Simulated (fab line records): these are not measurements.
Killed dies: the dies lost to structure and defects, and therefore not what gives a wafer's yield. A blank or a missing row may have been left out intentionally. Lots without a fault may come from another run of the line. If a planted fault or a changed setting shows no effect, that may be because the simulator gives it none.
One fault seen from 2 desks -- flow gf180mcu -- only its own numbers are on each desk; what lay behind them is given at the end

== TOOL OWNER'S DESK, rtpAnneal-01 ==
The tool's own readings at GF_SALICIDE_RTA_06 (time 30 s): means of the sampled wafers that have a number, for each lot that ran on this tool. Marked OUT: a lot whose mean sits more than 4 standard deviations from the usual mean, which makes it out of limits; the brackets give that distance.
Columns: A = lampPowerPct at GF_SALICIDE_RTA_06, usual 6.51 %; B = wafer_temp_C_max at GF_SALICIDE_RTA_06, usual 533.5
lot,first seen here,A,B
L824,day 15 12:24,6.69,532.8
L829,day 17 03:47,6.69,532.8
L833,day 18 13:00,5.34 (-6.5) OUT,480.1 (-61) OUT
L835,day 19 07:10,5.34 (-6.5) OUT,480.5 (-60) OUT
L843,day 22 02:05,6.68,532.7
This desk finds L833, L835 out of limits, L833 being first, at day 18 13:00 (lampPowerPct at GF_SALICIDE_RTA_06). L824, L829, L843: within limits.

== THE METROLOGY DESK ==
What the gauges read for every lot (on any tool): the sampled wafers with a number, averaged. Marked OUT: a lot whose mean sits more than 4 standard deviations from the usual mean, which makes it out of limits; the brackets give that distance.
Columns: A = cdNm at GF_SAB_CD_MEAS_09, usual 419.8 nm; B = SAB_OVL at GF_SAB_OVL_MEAS_10, usual 0.2 nm; C = SALICIDE_TIN_RS at GF_SALICIDE_RS_MEAS_04, usual 16.32 ohm/sq; D = SALICIDE_TIN_THK at GF_SALICIDE_THK_MEAS_05, usual 20.1 nm
lot,first seen here,A,B,C,D
L824,day 15 11:40,418.7,-1.7,16.16,19.9
L829,day 17 03:04,416.7,2.5,16.06,20.2
L833,day 18 12:16,420.9,1.8,17.04,19.5
L835,day 19 06:25,420.9,1.8,15.94,19.9
L843,day 22 01:21,424.1,-3.0,16.64,19.6
L845,day 22 12:50,418.6,0.7,16.46,20.0
Result from this desk: across the 6 lots, nothing is out of limits.

== BROUGHT TOGETHER ==
At day 18 13:00, on L833, L835, the tool owner's desk was in a position to raise an alarm.
At the metrology desk, nothing out of limits was observed.
The metrology desk holds a record of L833, L835, inside its limits.
Every lot named ran GF_SALICIDE_RTA_06 on rtpAnneal-01.

== WHAT WAS PUT IN BY THE SIMULATOR ==
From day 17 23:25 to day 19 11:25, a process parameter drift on rtpAnneal-01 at GF_SALICIDE_RTA_06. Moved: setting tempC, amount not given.
Lots struck among those shown: L833, L835.
Hours from the fault's start to each desk's first reading out of limits: the tool owner's desk, 14.
